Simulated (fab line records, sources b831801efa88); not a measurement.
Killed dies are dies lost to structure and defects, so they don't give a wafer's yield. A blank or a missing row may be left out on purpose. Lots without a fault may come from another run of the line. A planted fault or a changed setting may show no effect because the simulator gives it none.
Which tool did it? | flow sky130 | 6 lots, 17 wafers sampled, at 2 steps of a route of 708

WHAT THE GAUGES READ, wafer by wafer
SKY_METAL1_RS_MEAS_05: measures by four-point-probe.
lot  | measured     | on            | METAL1_ALCU_RS (ohm/sq)
L717 | day 32 06:43 | film_metro-02 | 0.1250 0.1259 0.1249
L722 | day 34 10:13 | film_metro-04 | 0.1274 0.1276 0.1270
L726 | day 35 08:35 | film_metro-04 | 0.1264 0.1263
L734 | day 37 22:58 | film_metro-02 | 0.1255 0.1263 0.1260
L735 | day 38 04:44 | film_metro-04 | 0.1265 0.1272 0.1286
L738 | day 38 21:04 | film_metro-04 | 0.1292 0.1278 0.1291

WHICH TOOL RAN EACH LOT (tool, then ch and the chambers of the sampled wafers, then the start)
lot  | SKY_METAL1_SPUTTER_03
L717 | pvd_sputter-03, day 32 06:39
L722 | pvd_sputter-02, day 34 10:05
L726 | pvd_sputter-04, day 35 08:28
L734 | pvd_sputter-02, day 37 22:55
L735 | pvd_sputter-04, day 38 04:38
L738 | pvd_sputter-04, day 38 20:59
- SKY_METAL1_SPUTTER_03: material Ti, target thk 5 nm, time 3.3 s.

THE ANSWER, worked out from the rows above alone
Rule: what is usual is taken from the lots themselves. Put in order of their means at a reading, lots are off if they are a third of the lots or fewer, leave a main group of 4 or more, and stand apart from it by a gap of 3 or more times the standard deviation of the main group's means; of several such gaps the widest counts. A main group whose means are all the same, to the digits that the tables above print for the reading, isn't used. A lot without any number at a reading at which 4 lots or more have one is off too. The other lots that the step has rows for count as sound.
No lot is off at any reading shown: from this, nothing can be told.

WHAT THE SIMULATOR HAD PUT IN
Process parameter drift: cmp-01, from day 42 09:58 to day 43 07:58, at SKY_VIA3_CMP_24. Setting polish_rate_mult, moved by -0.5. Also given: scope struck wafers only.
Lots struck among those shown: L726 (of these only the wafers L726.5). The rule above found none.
